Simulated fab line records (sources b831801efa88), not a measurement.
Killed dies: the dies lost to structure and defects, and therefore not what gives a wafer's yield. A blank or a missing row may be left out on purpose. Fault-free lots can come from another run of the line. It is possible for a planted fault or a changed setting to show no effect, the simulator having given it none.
Chamber matching ; flow gf180mcu ; GF_V1_CMP_04 on cmp-02 has 4 sister chambers
The step polishes SiO2. 14 wafers are shown with their chamber, then 7 later ones without.

## EACH WAFER AND ITS CHAMBER
wafer;chamber;motor_current_A (A);time_to_endpoint_s (s)
L518.1;2;12.2;81
L518.4;1;11.3;68
L518.6;3;12.7;77
L522.1;1;11.8;73
L522.4;2;12.3;86
L522.5;0;10.8;80
L523.1;2;12.3;81
L523.2;1;10.7;67
L523.6;2;11.9;81
L527.2;1;11.4;78
L527.4;0;11.0;84
L527.6;1;11.4;80
L528.3;3;12.4;92
L528.5;2;11.8;94

SIGNATURES (means of the wafers above)
reading;chamber 0;chamber 1;chamber 2;chamber 3;scatter within a chamber
motor_current_A;10.900;11.320;12.100;12.550;0.302
time_to_endpoint_s;82.00;73.20;84.60;84.50;6.2
Rule: for each reading, subtract the chamber's mean from the wafer's reading, divide by that reading's scatter and square the result; add these up over the readings and take the root, which gives the wafer's distance from the chamber. The wafer belongs to the nearest chamber; if the next one is less than 2 further off, it can't be placed. How the scatter is found: for the shown wafers, subtract from each reading the mean of its chamber, square and add these, divide the total by (wafers less chambers), then take the root.

## WAFERS WITH NO CHAMBER GIVEN
wafer;motor_current_A (A);time_to_endpoint_s (s)
L528.6;12.5;98
L535.2;10.1;79
L535.4;12.6;95
L535.5;12.0;96
L539.1;11.2;74
L539.2;10.5;82
L539.5;11.1;80

## WHICH CHAMBER EACH ONE RAN IN
wafer;from the rows above;in truth
L528.6;can't be placed: 3 or 2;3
L535.2;can't be placed: 0 or 1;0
L535.4;can't be placed: 3 or 2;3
L535.5;can't be placed: 2 or 3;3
L539.1;can't be placed: 1 or 0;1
L539.2;can't be placed: 0 or 1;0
L539.5;can't be placed: 0 or 1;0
0 of 7 placed correctly. These rows do not allow placing 7 (true chamber among the candidates in 7). 0 placed wrongly.
